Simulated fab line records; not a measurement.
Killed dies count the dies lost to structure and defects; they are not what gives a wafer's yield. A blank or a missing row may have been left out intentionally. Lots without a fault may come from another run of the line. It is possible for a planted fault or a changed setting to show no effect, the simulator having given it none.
fab line records	flow sky130
record lots=12	wafers=36	lastDay=50
route steps=708 shown LDD_P@263 SD_N@344 LI_CONTACT@363 PAD_OPEN@708
lots untouched by any fault: they come from a run of this same line in which no faults occurred
startH: start of the lot's first displayed wafer, in hours after the record's first day	waitH: hours elapsed since this lot's preceding step	" same as the row above	L1.1+2: several wafers, shown together as one row	- no value present, or no start provided	* or withheld: withheld	< > ~ a bound
route shown NAME@n: names a module that has steps shown in the file, with the first one's number in the route	usual: mean/standard deviation of fault-free wafers	same: alike in all rows	chamber/n: place in a boat	sites: the reading at each site	_std_site: the values' standard deviation	_edge_site: inner sites' mean taken away from outer sites' mean	radiusMm: for every site, how far away it sits from the centre of the wafer	mask NAME#n: copy n	behind: tool/chamber where the wafer was last shaped	hold: reason for holding the lot/hours on hold/outcome of the hold	device: names the non-switching transistor (n, p or np)	end of line: the route-end tests of the same wafers	step lacking rows: just its recipe	killed: count of dies lost to structure and defects at first sort (not the wafer's yield)	map: a wafer's dies, x killed, . not, _ none there
set.NAME: the setting as run; set.NAME@STEP: as run at that earlier step	model.NAME: the simulator's own value behind a step, which no gauge read
a sample of lots followed through the steps of the route, with each step as a table and each wafer as a row
services: when a tool's chamber went out of use (startH, in hours from the record's first day, below 0 if earlier), for how many hours, and the reason
## steps
# step SKY_LDD_P_OVL_MEAS_08
# usual LDD_P_OVL=0.3/1.3
lot.wafer	tool	chamber	startH	waitH	LDD_P_OVL[nm]
L502.3	overlay-02	-	431.33	0.1	2.2
L502.5	"	-	"	"	-1.0
L502.6	"	-	"	"	0.9
L503.1	overlay-01	-	452.36	0.1	-0.5
L503.3	"	-	"	"	-0.6
L503.4	"	-	"	"	0.4
L504.2	overlay-01	-	457.42	0.1	0.7
L504.4	"	-	"	"	1.7
L504.6	"	-	"	"	1.3
L506.4	overlay-01	-	504.73	0.1	1.2
L506.5	"	-	"	"	-0.3
L506.6	"	-	"	"	-1.9
L508.2	overlay-02	-	506.82	0.1	-0.2
L508.3	"	-	"	"	0.0
L508.5	"	-	"	"	0.5
L510.1	overlay-01	-	516.31	0.1	-0.7
L510.3	"	-	"	"	0.0
L510.4	"	-	"	"	0.5
L511.2	overlay-01	-	524.87	0.1	-0.8
L511.3	"	-	"	"	-0.6
L511.6	"	-	"	"	-1.4
L519.4	overlay-01	-	591.43	0.1	-2.9
L519.5	"	-	"	"	-1.9
L519.6	"	-	"	"	-2.7
L520.3	overlay-01	-	604.87	0.1	0.9
L520.5	"	-	"	"	0.6
L520.6	"	-	"	"	1.0
L521.2	overlay-02	-	613.72	0.1	2.2
L521.3	"	-	"	"	0.9
L521.4	"	-	"	"	2.4
L522.1	overlay-01	-	614.76	0.1	3.1
L522.2	"	-	"	"	3.1
L522.5	"	-	"	"	2.8
L524.3	overlay-01	-	636.27	0.1	-0.1
L524.4	"	-	"	"	-0.1
L524.5	"	-	"	"	0.7
# step SKY_SD_N_COAT_02
# recipe resist=NOVOLAK	spinRpm=3000	resistThkNm=1140
lot.wafer	tool	chamber	startH	waitH
L502.3+5+6	lithoTrack-01	0	629.99	0.1
L503.1+3+4	lithoTrack-01	0	649.79	0.1
L504.2+4+6	lithoTrack-02	0	653.32	0.1
L506.4+5+6	lithoTrack-01	0	694.67	0.1
L508.2+3+5	lithoTrack-02	0	698.52	0.1
L510.1+3+4	lithoTrack-02	0	705.74	0.1
L511.2+3+6	lithoTrack-02	0	711.12	0.1
L519.4+5+6	lithoTrack-01	0	770.72	0.1
L520.3+5+6	lithoTrack-03	0	781.92	0.1
L521.2+3+4	lithoTrack-01	0	790.37	0.1
L522.1+2+5	lithoTrack-02	0	791.84	0.1
L524.3+4+5	lithoTrack-01	0	808.64	0.1
# step SKY_SD_N_CD_MEAS_07
# recipe targetCdNm=380
# usual cdNm=379.6/2.4
lot.wafer	tool	chamber	startH	waitH	cdNm
L502.3	cdSem-02	-	644.08	0.1	380.6
L502.5	"	-	"	"	381.3
L502.6	"	-	"	"	381.5
L503.1	cdSem-01	-	663.64	0.1	375.1
L503.3	"	-	"	"	374.6
L503.4	"	-	"	"	373.7
L504.2	cdSem-01	-	666.66	0.1	378.8
L504.4	"	-	"	"	380.0
L504.6	"	-	"	"	378.6
L506.4	cdSem-02	-	707.30	0.1	383.2
L506.5	"	-	"	"	381.5
L506.6	"	-	"	"	383.3
L508.2	cdSem-01	-	711.26	0.1	376.7
L508.3	"	-	"	"	378.7
L508.5	"	-	"	"	376.1
L510.1	cdSem-01	-	718.69	0.1	376.6
L510.3	"	-	"	"	379.1
L510.4	"	-	"	"	378.2
L511.2	cdSem-02	-	723.04	0.1	385.9
L511.3	"	-	"	"	388.2
L511.6	"	-	"	"	388.5
L519.4	cdSem-01	-	782.25	0.1	383.3
L519.5	"	-	"	"	382.0
L519.6	"	-	"	"	384.7
L520.3	cdSem-01	-	795.78	0.1	379.7
L520.5	"	-	"	"	378.7
L520.6	"	-	"	"	380.9
L521.2	cdSem-02	-	804.16	0.1	379.3
L521.3	"	-	"	"	377.4
L521.4	"	-	"	"	377.0
L522.1	cdSem-02	-	805.02	0.1	380.9
L522.2	"	-	"	"	383.0
L522.5	"	-	"	"	379.6
L524.3	cdSem-01	-	822.53	0.1	379.3
L524.4	"	-	"	"	379.5
L524.5	"	-	"	"	379.9
# step SKY_SD_N_STRIP_11
# recipe chemistry=O2/N2	powerW=1400	pressureMtorr=1500	platenTempC=withheld	o2FlowSccm=3000	n2FlowSccm=300	overashFraction=0.5
# usual drypumpMotorCurrentA=5.8/0.58	oesProductAu=0.527/0.0043	stripTimeToEndpointS=22.54/0.047
lot.wafer	tool	chamber	startH	waitH	drypumpMotorCurrentA	oesProductAu	rfHoursCounterH	stripTimeToEndpointS
L502.3	plasmaAsher-03	1	644.53	0.1	6.0	0.525	-	22.54
L502.5	"	1	"	"	6.0	0.527	-	22.53
L502.6	"	0	"	"	5.0	0.529	-	22.53
L503.1	plasmaAsher-01	0	664.10	0.1	5.6	0.527	23	22.57
L503.3	"	0	"	"	5.6	0.531	-	22.58
L503.4	"	1	"	"	6.4	0.529	-	22.56
L504.2	plasmaAsher-01	0	667.10	0.1	5.6	0.528	24	22.57
L504.4	"	0	"	"	5.6	0.527	-	22.50
L504.6	"	1	"	"	6.5	0.527	-	22.52
L506.4	plasmaAsher-01	0	707.73	0.1	5.6	0.531	-	22.61
L506.5	"	0	"	"	5.6	0.526	-	22.55
L506.6	"	1	"	"	6.4	0.523	-	22.54
L508.2	plasmaAsher-01	0	711.70	0.1	5.7	0.527	28	22.55
L508.3	"	0	"	"	5.6	0.530	-	22.56
L508.5	"	0	"	"	5.6	0.528	-	22.51
L510.1	plasmaAsher-02	1	719.15	0.1	6.6	0.535	92	22.53
L510.3	"	0	"	"	5.3	0.529	-	22.51
L510.4	"	1	"	"	6.6	0.530	-	22.53
L511.2	plasmaAsher-02	1	723.47	0.1	6.6	0.516	93	21.75
L511.3	"	0	"	"	5.3	0.523	-	21.73
L511.6	"	0	"	"	5.3	0.512	-	21.75
L519.4	plasmaAsher-01	1	782.68	0.1	6.4	0.522	-	22.46
L519.5	"	1	"	"	6.4	0.526	-	22.49
L519.6	"	0	"	"	5.6	0.532	-	22.52
L520.3	plasmaAsher-03	0	796.23	0.1	5.0	0.533	-	22.53
L520.5	"	0	"	"	5.0	0.529	-	22.57
L520.6	"	1	"	"	6.0	0.529	-	22.54
L521.2	plasmaAsher-03	0	804.60	0.1	5.0	0.528	66	22.51
L521.3	"	0	"	"	5.0	0.523	-	22.55
L521.4	"	1	"	"	6.0	0.524	-	22.54
L522.1	plasmaAsher-03	0	805.47	0.1	5.0	0.528	66	22.57
L522.2	"	1	"	"	6.0	0.530	66	22.46
L522.5	"	1	"	"	6.0	0.524	-	22.52
L524.3	plasmaAsher-03	1	822.98	0.1	6.0	0.529	-	22.59
L524.4	"	0	"	"	5.0	0.523	-	22.59
L524.5	"	1	"	"	6.0	0.530	-	22.60
# step SKY_LI_CONTACT_THK_MEAS_01
# recipe reads=PSG_of_LI_CONTACT_HDPCVD_00
# usual LI_CONTACT_HDPCVD_THK=931/9.1
lot.wafer	tool	chamber	startH	waitH	LI_CONTACT_HDPCVD_THK[nm]
L502.3	filmMetro-01	-	645.39	0.1	922
L502.5	"	-	"	"	944
L502.6	"	-	"	"	936
L503.1	filmMetro-04	-	664.96	0.1	931
L503.3	"	-	"	"	937
L503.4	"	-	"	"	932
L504.2	filmMetro-02	-	667.97	0.1	930
L504.4	"	-	"	"	914
L504.6	"	-	"	"	945
L506.4	filmMetro-02	-	708.59	0.0	932
L506.5	"	-	"	"	929
L506.6	"	-	"	"	927
L508.2	filmMetro-01	-	712.57	0.1	925
L508.3	"	-	"	"	929
L508.5	"	-	"	"	920
L510.1	filmMetro-02	-	720.02	0.1	941
L510.3	"	-	"	"	923
L510.4	"	-	"	"	942
L511.2	filmMetro-02	-	724.34	0.1	915
L511.3	"	-	"	"	934
L511.6	"	-	"	"	927
L519.4	filmMetro-01	-	783.55	0.0	944
L519.5	"	-	"	"	936
L519.6	"	-	"	"	938
L520.3	filmMetro-01	-	797.08	0.1	943
L520.5	"	-	"	"	949
L520.6	"	-	"	"	954
L521.2	filmMetro-04	-	805.47	0.1	935
L521.3	"	-	"	"	937
L521.4	"	-	"	"	936
L522.1	filmMetro-01	-	806.33	0.1	930
L522.2	"	-	"	"	939
L522.5	"	-	"	"	940
L524.3	filmMetro-02	-	823.83	0.1	934
L524.4	"	-	"	"	921
L524.5	"	-	"	"	932
# step SKY_LI_CONTACT_SPUTTER_20
# recipe material=TiN	targetThkNm=20	chamberPressurePa=5	powerW=4000	timeS=80
# usual throttleValvePct=30.1/1
lot.wafer	tool	chamber	startH	waitH	throttleValvePct
L502.3	pvdSputter-02	-	673.70	0.0	31.3
L502.5	"	-	"	"	31.3
L502.6	"	-	"	"	30.0
L503.1	pvdSputter-02	-	691.99	0.0	30.9
L503.3	"	-	"	"	31.5
L503.4	"	-	"	"	29.6
L504.2	pvdSputter-01	-	695.30	0.0	28.9
L504.4	"	-	"	"	30.1
L504.6	"	-	"	"	29.6
L506.4	pvdSputter-02	-	736.45	0.0	30.7
L506.5	"	-	"	"	30.8
L506.6	"	-	"	"	29.8
L508.2	pvdSputter-02	-	740.30	0.0	31.2
L508.3	"	-	"	"	29.7
L508.5	"	-	"	"	29.9
L510.1	pvdSputter-01	-	749.04	0.0	28.9
L510.3	"	-	"	"	29.9
L510.4	"	-	"	"	30.2
L511.2	pvdSputter-02	-	753.05	0.0	29.7
L511.3	"	-	"	"	30.1
L511.6	"	-	"	"	30.0
L519.4	pvdSputter-02	-	810.92	0.0	29.6
L519.5	"	-	"	"	31.2
L519.6	"	-	"	"	29.9
L520.3	pvdSputter-03	-	825.49	0.0	31.4
L520.5	"	-	"	"	28.9
L520.6	"	-	"	"	32.0
L521.2	pvdSputter-02	-	833.34	0.0	29.8
L521.3	"	-	"	"	30.0
L521.4	"	-	"	"	30.7
L522.1	pvdSputter-03	-	834.64	0.0	31.4
L522.2	"	-	"	"	32.1
L522.5	"	-	"	"	28.8
L524.3	pvdSputter-02	-	850.49	0.0	29.8
L524.4	"	-	"	"	29.7
L524.5	"	-	"	"	31.1
# step SKY_PAD_OPEN_PROBE_99
# usual killed_at_M0_to_M3=43/6.8	killed_at_M4_up=2.9/1.7	killedAtContacts=24/5.4	killedAtFrontEnd=15/4.8	killedAtOther=0.3/0.57	killedDies=85/9.4	killedOpen=47/7.5	killedShort=38/5.7
# same grossDies=492	killedAtBackSide=0
lot.wafer	tool	chamber	startH	waitH	killed_at_M0_to_M3	killed_at_M4_up	killedAtContacts	killedAtFrontEnd	killedAtOther	killedDies	killedOpen	killedShort
L510.1	prober-02	-	1126.15	0.1	45	3	21	23	0	92	51	41
L510.3	prober-02	-	1126.25	0.2	50	3	33	17	1	104	61	43
L510.4	prober-02	-	1126.30	0.2	26	4	22	23	1	76	33	43
L511.2	prober-01	-	1129.17	0.1	46	6	26	16	0	94	51	43
L511.3	prober-01	-	1129.22	0.2	44	5	31	14	0	94	51	43
L511.6	prober-01	-	1129.37	0.2	30	2	32	17	0	81	39	42
# killed by level:class
L510.1 CONTACT:geometricParticle:open=9 VIA2:geometricParticle:open=9 VIA3:geometricParticle:open=8 VIA1:geometricParticle:open=7 METAL2:geometricParticle:short=6 FIELD_ISO:geometricParticle:open=5 POLY_GATE:geometricParticle:open=5 LOCAL_INTERCONNECT:geometricParticle:short=5
L510.3 CONTACT:geometricParticle:open=16 VIA1:geometricParticle:open=11 VIA3:geometricParticle:open=9 METAL2:geometricParticle:short=7 FIELD_ISO:geometricParticle:open=6 CONTACT:geometricParticle:short=6 VIA2:geometricParticle:open=6 LI_CONTACT:geometricParticle:open=5
L510.4 CONTACT:geometricParticle:open=8 FIELD_ISO:geometricParticle:short=6 LI_CONTACT:geometricParticle:open=6 POLY_GATE:geometricParticle:short=5 VIA2:geometricParticle:short=5 FIELD_ISO:geometricParticle:open=4 VIA2:geometricParticle:open=4 VIA1:geometricParticle:open=4
L511.2 LI_CONTACT:geometricParticle:open=8 VIA1:geometricParticle:open=8 VIA3:geometricParticle:open=7 CONTACT:geometricParticle:open=6 VIA2:geometricParticle:open=6 VIA1:geometricParticle:short=5 CONTACT:geometricParticle:short=5 POLY_GATE:geometricParticle:short=4
L511.3 LI_CONTACT:geometricParticle:open=11 VIA3:geometricParticle:open=11 CONTACT:geometricParticle:open=8 METAL1:geometricParticle:short=6 FIELD_ISO:geometricParticle:short=5 VIA1:geometricParticle:open=5 METAL2:geometricParticle:short=5 LI_CONTACT:geometricParticle:short=4
L511.6 CONTACT:geometricParticle:open=13 METAL1:geometricParticle:short=8 POLY_GATE:geometricParticle:short=6 LI_CONTACT:geometricParticle:open=6 LOCAL_INTERCONNECT:geometricParticle:short=6 VIA3:geometricParticle:open=5 FIELD_ISO:geometricParticle:short=4 VIA1:geometricParticle:open=4
## services
tool	chamber	startH	hours	kind
plasmaAsher-02	-	610.81	5.7	repair
pvdSputter-01	-	623.00	2.7	repair
pvdSputter-02	-	623.21	1.4	repair
pvdSputter-01	-	635.03	2.8	repair
plasmaAsher-01	-	639.51	1.0	repair
plasmaAsher-02	-	658.28	0.7	repair
plasmaAsher-03	-	689.29	3.5	repair
pvdSputter-03	-	703.45	2.7	repair
pvdSputter-03	2	707.06	-	consumableReplace:kit
pvdSputter-03	2	707.06	18.0	scheduledDown
pvdSputter-03	2	707.06	18.0	ventCycle
pvdSputter-01	1	792.44	-	consumableReplace:kit
pvdSputter-01	1	792.44	18.0	scheduledDown
pvdSputter-01	1	792.44	18.0	ventCycle
plasmaAsher-03	-	824.46	3.4	repair
pvdSputter-02	3	832.59	-	consumableReplace:kit
pvdSputter-02	3	832.59	18.0	scheduledDown
pvdSputter-02	3	832.59	18.0	ventCycle
plasmaAsher-03	-	846.38	1.5	repair
## key
firstSign step=SKY_SD_N_CD_MEAS_07	reading=cdNm	direction=up	sigmas=3.3	usual=379.6	struck=387.6
effect step=SKY_SD_N_STRIP_11	reading=stripTimeToEndpointS	direction=down	sigmas=17	usual=*	struck=*
metAt SKY_SD_N_COAT_02
struckLots L511
testerLeftOut L511
notActingAt SKY_LDD_P_OVL_MEAS_08,SKY_LI_CONTACT_THK_MEAS_01,SKY_LI_CONTACT_SPUTTER_20
onsetBetween 705.74 711.12
fault kind=processParameterDrift	tool=lithoTrack-02	chamber=-	onsetH=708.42	steps=SKY_SD_N_COAT_02	channel=resistThkNm	offset=-66.455	shape=step	endH=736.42	actsIn=theseRecipesOnly	stated=1140
# testerLeftOut: of these lots the tester's yield and bins aren't shown, on N5 and GAA mostly nor the transistor test; their killed dies are dies lost to structure and defects alone, not to doping, threshold or leakage, so they don't give the yield
